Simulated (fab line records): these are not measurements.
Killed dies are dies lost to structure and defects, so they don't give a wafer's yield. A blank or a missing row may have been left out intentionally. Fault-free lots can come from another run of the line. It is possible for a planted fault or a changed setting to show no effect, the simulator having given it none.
Which tool was responsible? -- flow sky130 -- 33 wafers from 11 lots sampled at 2 of the route's 708 steps

## WHAT EACH GAUGE READ, for each wafer
SKY_METAL1_RS_MEAS_05: measurement is done with a four-point probe.
lot,measured,on,METAL1_ALCU_RS (ohm/sq)
L143,day 31 14:31,film_metro-03,0.1246 0.1247 0.1259
L144,day 31 19:04,film_metro-02,0.1243 0.1246 0.1253
L146,day 32 22:51,film_metro-02,0.1275 0.1259 0.1278
L153,day 35 01:28,film_metro-02,0.1267 0.1273 0.1291
L154,day 35 13:47,film_metro-02,0.1294 0.1282 0.1278
L157,day 36 01:47,film_metro-03,0.1280 0.1275 0.1277
L160,day 37 05:47,film_metro-02,0.1272 0.1279 0.1270
L162,day 37 19:01,film_metro-03,0.1264 0.1271 0.1276
L164,day 38 06:23,film_metro-02,0.1278 0.1278 0.1274
L165,day 38 15:11,film_metro-03,0.1251 0.1255 0.1261
L166,day 38 20:03,film_metro-03,0.1226 0.1248 0.1245

## WHAT TOOL EACH LOT RAN ON (gives the tool, then ch and the chambers of the sampled wafers, and finally the start)
lot,SKY_METAL1_SPUTTER_00
L143,"pvd_sputter-02, day 31 14:23"
L144,"pvd_sputter-02, day 31 18:54"
L146,"pvd_sputter-02, day 32 22:41"
L153,"pvd_sputter-04, day 35 01:19"
L154,"pvd_sputter-01, day 35 13:36"
L157,"pvd_sputter-01, day 36 01:37"
L160,"pvd_sputter-04, day 37 05:36"
L162,"pvd_sputter-01, day 37 18:51"
L164,"pvd_sputter-04, day 38 06:12"
L165,"pvd_sputter-02, day 38 15:02"
L166,"pvd_sputter-02, day 38 19:55"
- SKY_METAL1_SPUTTER_00: material Ti, target thk 15 nm, time 10 s.

## THE ANSWER, worked out from the rows above alone
Rule: the lots themselves supply what counts as usual. Put in order of their means at a reading, lots are off if they are a third of the lots or fewer, leave a main group of 4 or more, and stand apart from it by a gap of 3 or more times the standard deviation of the main group's means; of several such gaps the widest counts. Not used: any main group whose means are identical at the precision the tables above print for the reading. A lot without any number at a reading at which 4 lots or more have one is off too. All remaining lots with rows at the step are treated as sound.
No lot is off on any of the readings shown, so nothing can be concluded from this.

## WHAT WAS PUT IN BY THE SIMULATOR
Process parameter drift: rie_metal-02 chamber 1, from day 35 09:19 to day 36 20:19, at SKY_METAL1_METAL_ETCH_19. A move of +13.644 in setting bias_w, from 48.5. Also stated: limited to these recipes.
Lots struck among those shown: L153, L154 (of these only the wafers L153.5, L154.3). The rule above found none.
